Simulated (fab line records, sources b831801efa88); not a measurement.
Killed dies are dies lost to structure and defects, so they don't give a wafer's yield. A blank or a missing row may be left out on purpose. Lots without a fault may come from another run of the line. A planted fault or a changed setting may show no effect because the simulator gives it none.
Which tool did it? | flow gf180mcu | 6 lots, 18 wafers sampled, at 1 step of a route of 602

WHAT THE GAUGES READ, wafer by wafer
GF_V3_RS_MEAS_24: measures by four-point-probe.
lot  | measured     | on            | V3_W_RS (ohm/sq)
L466 | day 22 13:30 | film_metro-01 | 0.348 0.354 0.343
L469 | day 23 19:07 | film_metro-01 | 0.349 0.343 0.348
L473 | day 25 10:47 | film_metro-01 | 0.344 0.346 0.347
L475 | day 26 12:39 | film_metro-01 | 0.350 0.354 0.344
L483 | day 28 13:01 | film_metro-02 | 0.350 0.353 0.350
L487 | day 29 12:43 | film_metro-02 | 0.343 0.349 0.348

WHICH TOOL RAN EACH LOT (tool, then ch and the chambers of the sampled wafers, then the start)
The record holds no process step before these readings.

THE ANSWER, worked out from the rows above alone
Rule: what is usual is taken from the lots themselves. Put in order of their means at a reading, lots are off if they are a third of the lots or fewer, leave a main group of 4 or more, and stand apart from it by a gap of 3 or more times the standard deviation of the main group's means; of several such gaps the widest counts. A main group whose means are all the same, to the digits that the tables above print for the reading, isn't used. A lot without any number at a reading at which 4 lots or more have one is off too. The other lots that the step has rows for count as sound.
No lot is off at any reading shown: from this, nothing can be told.

WHAT THE SIMULATOR HAD PUT IN
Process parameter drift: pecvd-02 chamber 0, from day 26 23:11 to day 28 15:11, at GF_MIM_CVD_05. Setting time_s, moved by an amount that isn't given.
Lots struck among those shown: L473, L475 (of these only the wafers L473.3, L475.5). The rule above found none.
